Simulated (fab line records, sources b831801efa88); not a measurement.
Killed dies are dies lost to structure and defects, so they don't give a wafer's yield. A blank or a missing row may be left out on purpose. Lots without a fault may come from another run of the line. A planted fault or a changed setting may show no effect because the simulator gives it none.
Which tool did it? | flow gf180mcu | 6 lots, 18 wafers sampled, at 3 steps of a route of 602

WHAT THE GAUGES READ, wafer by wafer
GF_DUAL_GATE_OVL_MEAS_11.
lot  | measured     | on         | DUAL_GATE_OVL (nm)
L411 | day 9 06:54  | overlay-02 | 1.0 1.6 3.2
L422 | day 12 09:55 | overlay-01 | -0.3 0.0 -0.5
L424 | day 12 21:56 | overlay-01 | 0.6 -0.9 -1.1
L426 | day 13 11:13 | overlay-01 | 1.3 0.5 0.3
L428 | day 14 01:58 | overlay-02 | -1.5 0.6 1.6
L430 | day 14 18:12 | overlay-02 | -1.3 -0.7 -1.1

WHICH TOOL RAN EACH LOT (tool, then ch and the chambers of the sampled wafers, then the start)
lot  | GF_VT_IMPLANT_STRIP_42               | GF_DUAL_GATE_EXPOSE_08
L411 | plasma_asher-04 ch 0,1, day 8 10:56  | iline_stepper-02 ch 0, day 8 22:12
L422 | plasma_asher-01 ch 0,1, day 11 11:38 | iline_stepper-01 ch 0, day 12 00:58
L424 | plasma_asher-02 ch 0,1, day 11 23:53 | iline_stepper-01 ch 0, day 12 12:11
L426 | plasma_asher-02 ch 0,1, day 12 13:32 | iline_stepper-02 ch 0, day 13 02:14
L428 | plasma_asher-01 ch 0,1, day 13 02:07 | iline_stepper-01 ch 0, day 13 15:39
L430 | plasma_asher-01 ch 0,1, day 13 17:19 | iline_stepper-01 ch 0, day 14 07:28
- GF_VT_IMPLANT_STRIP_42: strips in O2/N2.
- GF_DUAL_GATE_EXPOSE_08: exposes mask Dualgate, target cd 700 nm.

THE ANSWER, worked out from the rows above alone
Rule: what is usual is taken from the lots themselves. Put in order of their means at a reading, lots are off if they are a third of the lots or fewer, leave a main group of 4 or more, and stand apart from it by a gap of 3 or more times the standard deviation of the main group's means; of several such gaps the widest counts. A main group whose means are all the same, to the digits that the tables above print for the reading, isn't used. A lot without any number at a reading at which 4 lots or more have one is off too. The other lots that the step has rows for count as sound.
No lot is off at any reading shown: from this, nothing can be told.

WHAT THE SIMULATOR HAD PUT IN
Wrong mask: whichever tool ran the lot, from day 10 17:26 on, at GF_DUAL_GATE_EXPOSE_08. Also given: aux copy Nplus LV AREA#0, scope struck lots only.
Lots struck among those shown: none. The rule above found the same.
